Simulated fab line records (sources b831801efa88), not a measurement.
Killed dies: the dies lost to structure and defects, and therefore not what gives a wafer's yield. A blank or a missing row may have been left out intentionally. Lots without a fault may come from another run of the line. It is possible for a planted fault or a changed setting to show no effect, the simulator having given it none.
Split-lot trial + flow gf180mcu + 5 lots, 23 wafers read, on a route of 602 steps

## ON THE SPLIT
At GF_DNWELL_STRIP_08 (strips in O2/N2), the setting platen-temp-c was moved away from the recipe's 250 C on 11 of the 23 wafers read, by -1.8% to +1.1%. All remaining wafers had this setting at the recipe value.

Reading taken at the split's own step.

## THE READING
oes-product-au, in a.u., at GF_DNWELL_STRIP_08 (strips in O2/N2). Typical for fault-free wafers on this fab line: 0.722 a.u., with standard deviation 0.0044 a.u.

| wafer  | tool, chamber at the split | platen-temp-c as run, C | against the recipe | oes-product-au, a.u. | against lot-mates on the recipe |
|--------|----------------------------|-------------------------|--------------------|----------------------|---------------------------------|
| L075.1 | plasma-asher-02, 0         | 250                     | recipe             | 0.716                | -                               |
| L075.2 | plasma-asher-02, 1         | 252.2                   | +0.9%              | 0.747                | +0.028                          |
| L075.3 | plasma-asher-02, 1         | 250                     | recipe             | 0.726                | -                               |
| L075.5 | plasma-asher-02, 0         | 252.2                   | +0.9%              | 0.745                | +0.026                          |
| L075.6 | plasma-asher-02, 1         | 250                     | recipe             | 0.715                | -                               |
| L077.1 | plasma-asher-01, 1         | 252.7                   | +1.1%              | 0.742                | +0.019                          |
| L077.2 | plasma-asher-01, 0         | 250                     | recipe             | 0.722                | -                               |
| L077.4 | plasma-asher-01, 0         | 250                     | recipe             | 0.724                | -                               |
| L077.5 | plasma-asher-01, 0         | 252.7                   | +1.1%              | 0.743                | +0.020                          |
| L077.6 | plasma-asher-01, 1         | 252.7                   | +1.1%              | 0.745                | +0.022                          |
| L076.1 | plasma-asher-03, 0         | 245.4                   | -1.8%              | 0.678                | -0.047                          |
| L076.2 | plasma-asher-03, 1         | 250                     | recipe             | 0.729                | -                               |
| L076.3 | plasma-asher-03, 1         | 250                     | recipe             | 0.722                | -                               |
| L076.4 | plasma-asher-03, 0         | 245.4                   | -1.8%              | 0.684                | -0.041                          |
| L076.5 | plasma-asher-03, 1         | 245.4                   | -1.8%              | 0.678                | -0.047                          |
| L082.1 | plasma-asher-01, 1         | 250                     | recipe             | 0.729                | -                               |
| L082.2 | plasma-asher-01, 0         | 250                     | recipe             | 0.723                | -                               |
| L082.5 | plasma-asher-01, 0         | 250                     | recipe             | 0.719                | -                               |
| L084.1 | plasma-asher-02, 1         | 250                     | recipe             | 0.727                | -                               |
| L084.2 | plasma-asher-02, 0         | 250                     | recipe             | 0.717                | -                               |
| L084.3 | plasma-asher-02, 1         | 247.5                   | -1.0%              | 0.704                | -0.018                          |
| L084.5 | plasma-asher-02, 0         | 247.5                   | -1.0%              | 0.698                | -0.024                          |
| L084.6 | plasma-asher-02, 1         | 247.5                   | -1.0%              | 0.691                | -0.031                          |

THE FIT
A straight line over all 23 wafers: oes-product-au changes by +0.0228 a.u. for each +1% of platen-temp-c; r = +0.98; the points scatter about the line by 0.0046 a.u.
The same after taking each lot's own level away (the mean of its wafers on the recipe; 23 wafers): +0.0239 a.u. for each +1%; r = +0.98; scatter 0.0048 a.u.
According to that fit, moving platen-temp-c by its largest amount changes the reading by 0.044 a.u.
Measured against the standard deviation above, the lots' own levels, which go from 0.7190 to 0.7255 a.u., span 1.5 times it.
Consequently the slope shifts little with the lot-to-lot level, the two slopes agreeing.
Check: for one of the wafers moved furthest among these (-1.8%), held out of the fit, the line's prediction against its lot-mates is -0.0437 a.u. It came out at -0.0475 a.u. against them.
Tool readings at the split's step, against how far the setting was moved: oes-product-au r = +0.98; strip-time-to-endpoint-s r = -1.00.

## THE WHOLE CHAIN: every reading that the file lists as answering this split, in the file's order
| step               | what it does    | reading                  | change (the file's fit)                  | r (the file's) |
|--------------------|-----------------|--------------------------|------------------------------------------|----------------|
| GF_DNWELL_STRIP_08 | strips in O2/N2 | oes-product-au           | +0.0243 a.u. for each +1% of the setting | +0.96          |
| GF_DNWELL_STRIP_08 | strips in O2/N2 | strip-time-to-endpoint-s | withheld for each +1% of the setting     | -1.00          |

## THE FILE'S OWN FIT
oes-product-au changes by +0.0243 a.u. for each +1% of platen-temp-c, r = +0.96.
